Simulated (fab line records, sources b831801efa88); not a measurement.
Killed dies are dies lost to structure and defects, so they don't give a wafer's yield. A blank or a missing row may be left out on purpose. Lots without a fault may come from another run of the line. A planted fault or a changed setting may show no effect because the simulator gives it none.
One fault seen from 2 desks | flow sfq_line | each desk has only its own numbers; what lay behind them comes last

THE TOOL OWNER'S DESK: cmp-02
The tool's own readings at SFQ_TRILAYER_I1_CMP_CMP_046 (polishes SiO2): means of the sampled wafers that have a number, for each lot that ran on this tool. A lot is out of limits, marked OUT, if its mean lies more than 4 standard deviations from the usual mean; the brackets give that distance.
Columns: A = motor_current_A at SFQ_TRILAYER_I1_CMP_CMP_046, usual 9.8 A; B = time_to_endpoint_s at SFQ_TRILAYER_I1_CMP_CMP_046, usual 218 s
lot  | first seen here | A    | B
L115 | day 10 18:49    | 10.2 | 207
L116 | day 11 14:49    | 9.8  | 212
L118 | day 14 08:55    | 9.9  | 219
L119 | day 14 17:04    | 10.0 | 257 (+5.2) OUT
L122 | day 16 08:56    | 10.1 | 247
L128 | day 25 04:58    | 9.4  | 226
L129 | day 25 13:01    | 10.2 | 221
L131 | day 26 00:31    | 9.8  | 227
L133 | day 26 03:01    | 9.8  | 220
L135 | day 26 12:20    | 10.3 | 217
L136 | day 26 17:58    | 10.1 | 216
L138 | day 27 09:04    | 9.7  | 215
This desk's finding: out of limits on L119; first on L119, day 14 17:04 (time_to_endpoint_s at SFQ_TRILAYER_I1_CMP_CMP_046). In limits: L115, L116, L118, L122, L128, L129, L131, L133, L135, L136, L138.

THE METROLOGY DESK
What the gauges read, lot by lot, whatever tool the lot ran on: means of the sampled wafers that have a number. A lot is out of limits, marked OUT, if its mean lies more than 4 standard deviations from the usual mean; the brackets give that distance.
Columns: A = M8_AU_THK at SFQ_M8_THK_MEAS_950, usual 180.5 nm
lot  | first seen here | A
L115 | day 86 09:32    | 179.0
L116 | day 86 13:10    | 177.8
L117 | day 86 16:45    | 179.5
L118 | day 86 20:20    | 178.4
L119 | day 86 23:57    | 180.7
L120 | day 87 01:09    | 183.0
L122 | day 90 17:28    | 180.8
L128 | day 91 11:28    | 180.1
L129 | day 91 18:40    | 182.4
L131 | day 92 00:39    | 177.7
L133 | day 92 07:52    | 182.3
L135 | day 92 19:52    | 181.9
L136 | day 92 23:15    | 182.3
L138 | day 93 06:26    | 181.8
This desk's finding: nothing out of limits on any of the 14 lots.

PUT TOGETHER
The tool owner's desk could have raised an alarm at day 14 17:04, on L119.
The metrology desk saw nothing out of limits.
The metrology desk has L119 on record, within its limits.
Of the lots named, all ran SFQ_TRILAYER_I1_CMP_CMP_046 on cmp-02.

WHAT THE SIMULATOR HAD PUT IN
Process parameter drift: cmp-02, from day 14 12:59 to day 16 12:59, at SFQ_TRILAYER_I1_CMP_CMP_046. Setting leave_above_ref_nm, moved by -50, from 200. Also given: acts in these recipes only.
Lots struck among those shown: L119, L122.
Hours from the fault's start to each desk's first reading out of limits: the tool owner's desk, 4.
